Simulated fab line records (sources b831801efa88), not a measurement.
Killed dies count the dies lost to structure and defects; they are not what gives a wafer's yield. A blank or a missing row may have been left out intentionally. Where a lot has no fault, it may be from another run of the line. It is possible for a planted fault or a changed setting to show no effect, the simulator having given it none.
fab line records	flow sky130
record: lots: 6	wafers: 18	last-day: 50
route steps=708 shown VT_ADJUST_LVTN@104 VT_ADJUST_NCORE@119 PAD_OPEN@708
lots that met no fault: from a run of the same line without faults
start-h: hours from the record's opening day to when the first of the lot's shown wafers began	wait-h: hours from the lot's prior step to this one	" as in the row above	L1.1+2: a row that stands for several wafers	- either no value or no given start	* or withheld: withheld	< > ~ a bound
route shown NAME@n: NAME is a module with steps in the file, n the number in the route of the first one	usual: average and standard deviation across the fault-free wafers	same: alike in all rows	chamber/n: place in a boat	sites: the reading at each site	_std_site: standard deviation across them	_edge_site: the outer-site mean with the inner-site mean subtracted	radius-mm: how far each site lies from the wafer's centre	mask NAME#n: copy n	behind: the most recent tool/chamber to have shaped the wafer	hold: the reason the lot was held/the length of the hold in hours/how it ended	device: transistor that didn't switch, given as n, p or np	end of line: tests run on the same wafers once the route is complete	a step without rows: its recipe alone	killed: not the wafer's yield, but the dies lost to structure and defects at the first sort	map: the dies of a wafer, with x for killed, . for not killed, _ for no die there
set.NAME: the run value of the setting; set.NAME@STEP: its run value at that earlier step	model.NAME: the simulator's own value behind a step, which no gauge read
a table for each step, a row for each wafer; lots at some steps of the route
services: when a tool's chamber went out of use (start-h, in hours from the record's first day, below 0 if earlier), for how many hours, and the reason
== steps ==
step: SKY_VT_ADJUST_LVTN_OVL_MEAS_07
usual: VT_ADJUST_LVTN_OVL: 0.6/1.5
lot.wafer	tool	chamber	start-h	wait-h	VT_ADJUST_LVTN_OVL[nm]
L829.3	overlay-01	-	162.72	-	-2.4
L829.4	"	-	"	"	0.5
L829.6	"	-	"	"	-1.3
L831.3	overlay-02	-	177.02	-	1.1
L831.4	"	-	"	"	1.0
L831.5	"	-	"	"	3.4
L835.1	overlay-02	-	210.16	-	2.5
L835.4	"	-	"	"	0.1
L835.5	"	-	"	"	1.5
L840.1	overlay-01	-	236.31	-	2.3
L840.2	"	-	"	"	1.0
L840.3	"	-	"	"	1.2
L844.2	overlay-02	-	269.12	-	1.0
L844.5	"	-	"	"	-0.3
L844.6	"	-	"	"	-1.6
L847.2	overlay-02	-	284.72	-	1.7
L847.4	"	-	"	"	-0.4
L847.6	"	-	"	"	0.5
step: SKY_VT_ADJUST_LVTN_IMPLANT_08
recipe: species: B	energy-kev: 30	dose-cm2: 1.57e+12	tilt-deg: withheld
step: SKY_VT_ADJUST_LVTN_STRIP_09
recipe: chemistry: O2/N2	power-w: 1400	pressure-mtorr: 1500	platen-temp-c: withheld	o2-flow-sccm: 3000	n2-flow-sccm: 300	overash-fraction: 0.5
usual: chamber-pressure-mTorr: 1499.9/1.3	drypump-motor-current-A: 5.4/0.45	oes-product-au: 0.722/0.0043	strip-time-to-endpoint-s: 36.92/0.12
lot.wafer	tool	chamber	start-h	wait-h	chamber-pressure-mTorr	drypump-motor-current-A	oes-product-au	rf-hours-counter-h	strip-time-to-endpoint-s
L829.3	plasma-asher-03	1	162.93	0.1	1502.4	5.5	0.724	-	36.76
L829.4	"	0	"	"	1500.1	6.1	0.726	-	36.71
L829.6	"	1	"	"	1499.9	5.5	0.725	-	36.78
L831.3	plasma-asher-03	0	177.23	0.1	1500.5	6.1	0.728	-	36.91
L831.4	"	1	"	"	1499.4	5.5	0.725	-	36.86
L831.5	"	1	"	"	1499.5	5.5	0.729	-	36.78
L835.1	plasma-asher-04	1	210.35	0.1	1500.1	4.7	0.721	10	37.23
L835.4	"	0	"	"	1501.7	5.2	0.721	-	37.08
L835.5	"	1	"	"	1499.2	4.7	0.724	-	37.19
L840.1	plasma-asher-03	0	236.50	0.1	1499.3	6.0	0.717	42	36.72
L840.2	"	1	"	"	1499.5	5.5	0.720	42	36.93
L840.3	"	1	"	"	1500.8	5.6	0.724	-	36.81
L844.2	plasma-asher-04	1	269.30	0.1	1500.9	4.7	0.721	15	36.88
L844.5	"	0	"	"	1500.8	5.2	0.719	-	36.91
L844.6	"	1	"	"	1501.5	4.7	0.710	-	36.87
L847.2	plasma-asher-04	1	284.90	0.1	1500.7	4.7	0.723	17	37.02
L847.4	"	0	"	"	1499.3	5.2	0.718	-	37.07
L847.6	"	1	"	"	1499.3	4.7	0.720	-	37.07
step: SKY_VT_ADJUST_LVTN_TW_MEAS_10
usual: VT_ADJUST_LVTN_TW: 242.1/2.1
lot.wafer	tool	chamber	start-h	wait-h	VT_ADJUST_LVTN_TW
L829.3	film-metro-02	-	163.02	0.1	239.5
L829.4	"	-	"	"	240.1
L829.6	"	-	"	"	242.0
L831.3	film-metro-03	-	177.32	0.1	244.9
L831.4	"	-	"	"	245.4
L831.5	"	-	"	"	245.1
L835.1	film-metro-03	-	210.45	0.1	244.4
L835.4	"	-	"	"	245.0
L835.5	"	-	"	"	245.4
L840.1	film-metro-03	-	236.60	0.1	244.7
L840.2	"	-	"	"	245.2
L840.3	"	-	"	"	244.2
L844.2	film-metro-02	-	269.41	0.1	243.3
L844.5	"	-	"	"	243.2
L844.6	"	-	"	"	243.9
L847.2	film-metro-03	-	285.01	0.1	244.4
L847.4	"	-	"	"	246.8
L847.6	"	-	"	"	244.4
step: SKY_VT_ADJUST_LVTN_DEHYDRATE_11
recipe: temp-c: 200	time-s: 60
step: SKY_VT_ADJUST_LVTN_HMDS_12
recipe: prime-time-s: 60	prime-temp-c: 120
step: SKY_VT_ADJUST_LVTN_COAT_13
recipe: resist: NOVOLAK	spin-rpm: 3000	resist-thk-nm: 1140
step: SKY_VT_ADJUST_LVTN_SOFTBAKE_14
recipe: temp-c: 90	time-s: 60	resist: NOVOLAK
step: SKY_VT_ADJUST_LVTN_EXPOSE_15
recipe: mask-id: HVN_STD_DERIVED	na: 0.6	source-shape: conventional	sigma-outer: 0.6	polarization: unpolarized	target-cd-nm: 600	dose-mj: 163
step: SKY_VT_ADJUST_LVTN_PEB_16
recipe: temp-c: withheld	time-s: *	resist: NOVOLAK
step: SKY_VT_ADJUST_LVTN_DEVELOP_17
recipe: resist: NOVOLAK	developer: TMAH	develop-time-s: 60	dev-temp-c: 23
step: SKY_VT_ADJUST_LVTN_OVL_MEAS_18
usual: VT_ADJUST_LVTN_01_OVL: -0.7/1.3
lot.wafer	tool	chamber	start-h	wait-h	VT_ADJUST_LVTN_01_OVL[nm]
L829.3	overlay-01	-	182.97	0.1	-1.4
L829.4	"	-	"	"	-1.8
L829.6	"	-	"	"	-0.2
L831.3	overlay-01	-	197.92	0.1	-1.4
L831.4	"	-	"	"	1.2
L831.5	"	-	"	"	1.7
L835.1	overlay-01	-	232.81	0.1	1.1
L835.4	"	-	"	"	-0.6
L835.5	"	-	"	"	-1.2
L840.1	overlay-01	-	260.46	0.1	1.3
L840.2	"	-	"	"	-0.4
L840.3	"	-	"	"	-2.0
L844.2	overlay-02	-	293.62	0.1	-0.6
L844.5	"	-	"	"	-2.3
L844.6	"	-	"	"	-0.7
L847.2	overlay-02	-	310.32	0.1	-0.1
L847.4	"	-	"	"	0.9
L847.6	"	-	"	"	0.1
step: SKY_VT_ADJUST_LVTN_IMPLANT_19
recipe: species: B	energy-kev: 30	dose-cm2: 6.5e+11	tilt-deg: withheld
usual: beam-on-s: 9.99/0.2	faraday-current-uA: 3.67/0.071
lot.wafer	tool	chamber	start-h	wait-h	beam-on-s	faraday-current-uA
L829.3	implanter-04	0	183.05	0.1	10.10	3.65
L829.4	"	0	"	"	10.03	3.65
L829.6	"	0	"	"	10.28	3.57
L831.3	implanter-02	0	198.00	0.1	9.97	3.69
L831.4	"	0	"	"	10.02	3.66
L831.5	"	0	"	"	9.82	3.73
L835.1	implanter-02	0	232.85	0.0	9.80	3.74
L835.4	"	0	"	"	9.74	3.77
L835.5	"	0	"	"	10.12	3.62
L840.1	implanter-02	0	260.50	0.0	13.39	2.74
L840.2	"	0	"	"	13.17	2.79
L840.3	"	0	"	"	13.01	2.80
L844.2	implanter-02	0	293.67	0.0	13.13	2.79
L844.5	"	0	"	"	13.52	2.70
L844.6	"	0	"	"	13.53	2.70
L847.2	implanter-04	0	310.37	0.0	10.03	3.66
L847.4	"	0	"	"	10.02	3.67
L847.6	"	0	"	"	9.65	3.80
step: SKY_VT_ADJUST_LVTN_STRIP_20
recipe: chemistry: O2/N2	power-w: 1400	pressure-mtorr: 1500	platen-temp-c: withheld	o2-flow-sccm: 3000	n2-flow-sccm: 300	overash-fraction: 0.5
usual: chamber-pressure-mTorr: 1500.1/1.3	drypump-motor-current-A: 5.4/0.43	oes-product-au: 0.715/0.0044	strip-time-to-endpoint-s: 14.18/0.038
lot.wafer	tool	chamber	start-h	wait-h	chamber-pressure-mTorr	drypump-motor-current-A	oes-product-au	rf-hours-counter-h	strip-time-to-endpoint-s
L829.3	plasma-asher-02	1	183.18	0.1	1499.0	5.7	0.709	-	14.13
L829.4	"	0	"	"	1502.0	5.4	0.712	-	14.17
L829.6	"	0	"	"	1498.5	5.4	0.716	-	14.15
L831.3	plasma-asher-02	1	198.13	0.1	1500.1	5.7	0.726	-	14.11
L831.4	"	0	"	"	1499.6	5.5	0.717	-	14.17
L831.5	"	1	"	"	1499.3	5.7	0.717	-	14.13
L835.1	plasma-asher-04	0	233.00	0.1	1501.1	5.2	0.711	12	14.23
L835.4	"	0	"	"	1500.2	5.2	0.717	-	14.17
L835.5	"	1	"	"	1501.3	4.7	0.718	-	14.17
L840.1	plasma-asher-03	0	260.65	0.1	1501.2	6.1	0.728	44	14.17
L840.2	"	1	"	"	1498.3	5.5	0.720	44	14.18
L840.3	"	1	"	"	1502.0	5.5	0.717	-	14.15
L844.2	plasma-asher-02	0	293.80	0.1	1499.7	5.4	0.711	61	14.21
L844.5	"	1	"	"	1499.6	5.7	0.717	-	14.19
L844.6	"	0	"	"	1498.8	5.5	0.706	-	14.21
L847.2	plasma-asher-04	1	310.50	0.1	1500.4	4.7	0.715	20	14.20
L847.4	"	1	"	"	1501.5	4.7	0.710	-	14.23
L847.6	"	1	"	"	1499.8	4.7	0.720	-	14.23
step: SKY_VT_ADJUST_LVTN_TW_MEAS_21
usual: VT_ADJUST_LVTN_2_TW: 187.9/2.1
lot.wafer	tool	chamber	start-h	wait-h	VT_ADJUST_LVTN_2_TW
L829.3	film-metro-04	-	183.27	0.1	187.8
L829.4	"	-	"	"	187.2
L829.6	"	-	"	"	185.6
L831.3	film-metro-03	-	198.22	0.1	191.7
L831.4	"	-	"	"	190.8
L831.5	"	-	"	"	190.7
L835.1	film-metro-03	-	233.10	0.1	189.9
L835.4	"	-	"	"	192.0
L835.5	"	-	"	"	191.1
L840.1	film-metro-02	-	260.75	0.1	205.2
L840.2	"	-	"	"	204.8
L840.3	"	-	"	"	204.8
L844.2	film-metro-04	-	293.91	0.1	201.7
L844.5	"	-	"	"	201.9
L844.6	"	-	"	"	200.7
L847.2	film-metro-02	-	310.61	0.1	188.5
L847.4	"	-	"	"	188.9
L847.6	"	-	"	"	187.9
step: SKY_VT_ADJUST_NCORE_DEHYDRATE_00
recipe: temp-c: 200	time-s: 60
step: SKY_PAD_OPEN_PROBE_99
usual: killed_at_M0_to_M3: 42/6.6	killed_at_M4_up: 3.0/1.8	killed-at-contacts: 25/5.1	killed-at-front-end: 15/4.4	killed-at-other: 0.3/0.56	killed-dies: 86/8.6	killed-open: 47/6.9	killed-short: 38/6
same: gross-dies: 492	killed-at-back-side: 0
lot.wafer	tool	chamber	start-h	wait-h	killed_at_M0_to_M3	killed_at_M4_up	killed-at-contacts	killed-at-front-end	killed-at-other	killed-dies	killed-open	killed-short	model.etest.res-pwell-under-gate.rs-ohm-sq	model.etest.nfet-g5v0d10v5.body-rise-v	model.etest.nfet_16v.body-rise-v	model.etest.nfet-g5v0d10v5.vt-sat-v
L829.3	prober-01	-	1097.67	0.2	46	2	27	13	1	89	52	37	2284	0.6858	0.681	0.7907
L829.4	prober-01	-	1097.72	0.2	57	2	21	15	0	95	57	37	2292	0.6747	0.6713	0.7779
L829.6	prober-01	-	1097.82	0.2	41	3	18	17	0	79	46	33	2282	0.6821	0.6777	0.7712
L831.3	prober-01	-	1107.28	0.2	51	6	17	23	0	97	56	41	2284	0.6651	0.662	0.7559
L831.4	prober-01	-	1107.33	0.2	45	4	20	22	0	91	54	37	2279	0.6629	0.6596	0.7586
L831.5	prober-01	-	1107.38	0.2	42	0	24	15	0	81	49	32	2297	0.6707	0.6651	0.7633
L835.1	prober-01	-	1144.61	0.1	46	2	26	15	0	89	38	51	2287	0.6661	0.6627	0.753
L835.4	prober-01	-	1144.76	0.2	41	0	25	17	2	85	43	41	2276	0.6624	0.6562	0.7418
L835.5	prober-01	-	1144.81	0.2	43	4	27	16	0	90	54	36	2286	0.6563	0.6505	0.738
L840.1	prober-02	-	1161.88	0.1	46	3	19	27	0	95	51	44	2220	0.6826	0.6777	0.7757
L840.2	prober-02	-	1161.93	0.1	32	1	16	23	0	72	40	32	2236	0.698	0.6903	0.7681
L840.3	prober-02	-	1161.98	0.2	45	4	22	24	0	95	55	40	2234	0.6822	0.6782	0.7717
L844.2	prober-02	-	1181.92	0.1	36	6	19	23	0	84	47	36	2240	0.7032	0.6985	0.7969
L844.5	prober-02	-	1182.07	0.2	35	1	27	13	0	76	36	40	2230	0.7098	0.7048	0.7953
L844.6	prober-02	-	1182.12	0.2	48	3	23	12	1	87	40	47	2252	0.7059	0.7026	0.8031
L847.2	prober-01	-	1194.68	0.1	39	4	25	13	0	81	55	26	2282	0.6752	0.6708	0.7761
L847.4	prober-01	-	1194.78	0.2	44	3	29	12	3	91	55	36	2290	0.6778	0.6736	0.7626
L847.6	prober-01	-	1194.88	0.2	42	2	23	19	0	86	43	43	2277	0.672	0.6668	0.7652
killed by level:class
L829.3 CONTACT:geometric-particle:open=10 VIA3:geometric-particle:open=10 VIA2:geometric-particle:open=8 VIA1:geometric-particle:open=7 LI_CONTACT:geometric-particle:open=6 VIA1:geometric-particle:short=5 METAL3:geometric-particle:short=5 LOCAL_INTERCONNECT:geometric-particle:short=4
L829.4 VIA2:geometric-particle:open=14 VIA1:geometric-particle:open=11 VIA3:geometric-particle:open=9 CONTACT:geometric-particle:open=7 POLY_GATE:geometric-particle:open=6 LOCAL_INTERCONNECT:geometric-particle:short=5 METAL2:geometric-particle:short=5 METAL3:geometric-particle:short=5
L829.6 LI_CONTACT:geometric-particle:open=11 VIA1:geometric-particle:open=9 POLY_GATE:geometric-particle:open=6 VIA1:geometric-particle:short=6 VIA2:geometric-particle:open=6 VIA3:geometric-particle:short=6 FIELD_ISO:geometric-particle:open=5 METAL3:geometric-particle:short=4
L831.3 VIA1:geometric-particle:open=10 VIA2:geometric-particle:open=9 VIA3:geometric-particle:open=9 CONTACT:geometric-particle:open=6 METAL2:geometric-particle:short=6 METAL4:geometric-particle:short=5 FIELD_ISO:geometric-particle:open=4 POLY_GATE:geometric-particle:open=4
L831.4 VIA1:geometric-particle:open=17 VIA1:geometric-particle:short=8 CONTACT:geometric-particle:open=6 FIELD_ISO:geometric-particle:open=5 VIA3:geometric-particle:open=5 LI_CONTACT:geometric-particle:open=5 POLY_GATE:geometric-particle:open=4 METAL1:geometric-particle:open=4
L831.5 LI_CONTACT:geometric-particle:open=11 VIA1:geometric-particle:open=10 CONTACT:geometric-particle:open=8 METAL2:geometric-particle:short=8 VIA2:geometric-particle:open=6 METAL1:geometric-particle:short=6 VIA1:geometric-particle:short=5 FIELD_ISO:geometric-particle:open=4
L835.1 METAL1:geometric-particle:short=9 CONTACT:geometric-particle:short=7 LI_CONTACT:geometric-particle:open=6 VIA1:geometric-particle:open=6 LOCAL_INTERCONNECT:geometric-particle:short=6 VIA3:geometric-particle:open=6 METAL2:geometric-particle:short=6 CONTACT:geometric-particle:open=5
L835.4 LI_CONTACT:geometric-particle:open=9 VIA2:geometric-particle:open=7 CONTACT:geometric-particle:short=6 VIA1:geometric-particle:open=6 METAL2:geometric-particle:short=6 VIA3:geometric-particle:open=6 FIELD_ISO:geometric-particle:open=5 FIELD_ISO:geometric-particle:short=5
L835.5 VIA1:geometric-particle:open=14 LI_CONTACT:geometric-particle:open=11 VIA3:geometric-particle:open=6 LOCAL_INTERCONNECT:geometric-particle:short=6 CONTACT:geometric-particle:open=6 FIELD_ISO:geometric-particle:short=5 FIELD_ISO:geometric-particle:open=5 VIA2:geometric-particle:short=5
L840.1 VIA1:geometric-particle:open=10 VIA2:geometric-particle:open=9 CONTACT:geometric-particle:open=8 FIELD_ISO:geometric-particle:short=7 VIA3:geometric-particle:open=7 POLY_GATE:geometric-particle:short=6 FIELD_ISO:geometric-particle:open=5 LI_CONTACT:geometric-particle:open=4
L840.2 FIELD_ISO:geometric-particle:open=7 VIA1:geometric-particle:open=7 POLY_GATE:geometric-particle:open=6 FIELD_ISO:geometric-particle:short=4 LI_CONTACT:geometric-particle:open=4 METAL3:geometric-particle:short=4 CONTACT:geometric-particle:open=4 VIA1:geometric-particle:short=4
L840.3 VIA1:geometric-particle:open=17 CONTACT:geometric-particle:open=11 POLY_GATE:geometric-particle:short=8 LI_CONTACT:geometric-particle:open=8 FIELD_ISO:geometric-particle:short=6 METAL2:geometric-particle:short=6 VIA3:geometric-particle:short=5 FIELD_ISO:geometric-particle:open=4
L844.2 VIA1:geometric-particle:open=11 FIELD_ISO:geometric-particle:open=8 CONTACT:geometric-particle:open=7 POLY_GATE:geometric-particle:short=5 METAL1:geometric-particle:short=5 VIA2:geometric-particle:open=5 VIA3:geometric-particle:open=5 LI_CONTACT:geometric-particle:open=4
L844.5 CONTACT:geometric-particle:open=11 LI_CONTACT:geometric-particle:open=8 METAL1:geometric-particle:short=7 VIA1:geometric-particle:open=7 METAL2:geometric-particle:short=5 CONTACT:geometric-particle:short=5 VIA1:geometric-particle:short=5 FIELD_ISO:geometric-particle:short=4
L844.6 METAL2:geometric-particle:short=10 CONTACT:geometric-particle:open=9 METAL1:geometric-particle:short=8 VIA2:geometric-particle:open=7 VIA1:geometric-particle:open=7 LOCAL_INTERCONNECT:geometric-particle:short=5 VIA1:geometric-particle:short=5 METAL3:geometric-particle:short=5
L847.2 CONTACT:geometric-particle:open=15 VIA1:geometric-particle:open=9 METAL2:geometric-particle:short=9 VIA2:geometric-particle:open=8 LI_CONTACT:geometric-particle:open=5 FIELD_ISO:geometric-particle:short=4 FIELD_ISO:geometric-particle:open=4 VIA3:geometric-particle:open=4
L847.4 CONTACT:geometric-particle:open=11 VIA1:geometric-particle:open=11 VIA2:geometric-particle:open=9 LI_CONTACT:geometric-particle:open=8 POLY_GATE:geometric-particle:open=7 VIA3:geometric-particle:open=6 METAL1:geometric-particle:short=5 LOCAL_INTERCONNECT:geometric-particle:short=4
L847.6 CONTACT:geometric-particle:open=14 VIA2:geometric-particle:open=8 METAL1:geometric-particle:short=6 VIA1:geometric-particle:open=6 VIA1:geometric-particle:short=6 FIELD_ISO:geometric-particle:short=5 CONTACT:geometric-particle:short=5 POLY_GATE:geometric-particle:short=4
== services ==
tool	chamber	start-h	hours	kind
plasma-asher-02	-	142.78	28.1	pm
implanter-02	-	192.71	1.5	repair
implanter-04	-	209.71	3.3	repair
plasma-asher-03	-	306.46	2.3	repair
== key ==
first-sign: step: SKY_VT_ADJUST_LVTN_IMPLANT_19	reading: beam-on-s	direction: up	sigmas: 17	usual: 9.99	struck: 13.29
effect: step: SKY_VT_ADJUST_LVTN_IMPLANT_19	reading: faraday-current-uA	direction: down	sigmas: 13	usual: 3.67	struck: 2.76
effect: step: SKY_VT_ADJUST_LVTN_TW_MEAS_21	reading: VT_ADJUST_LVTN_2_TW	direction: up	sigmas: 7.4	usual: 187.9	struck: 203.2
model-effect: step: SKY_PAD_OPEN_PROBE_99	value: etest.res-pwell-under-gate.rs-ohm-sq	without: 2275	struck: 2235
met-at SKY_VT_ADJUST_LVTN_IMPLANT_19
struck-wafers L840.1,L840.2,L840.3,L844.2,L844.5,L844.6
tester-left-out L840,L844
onset-between 232.85 260.50
fault: kind: process-parameter-drift	tool: implanter-02	chamber: -	onset-h: 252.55	steps: SKY_VT_ADJUST_LVTN_IMPLANT_19	channel: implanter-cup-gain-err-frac	offset: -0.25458	shape: step	end-h: 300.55
tester-left-out: of these lots the tester's yield and bins aren't shown, on N5 and GAA mostly nor the transistor test; their killed dies are dies lost to structure and defects alone, not to doping, threshold or leakage, so they don't give the yield
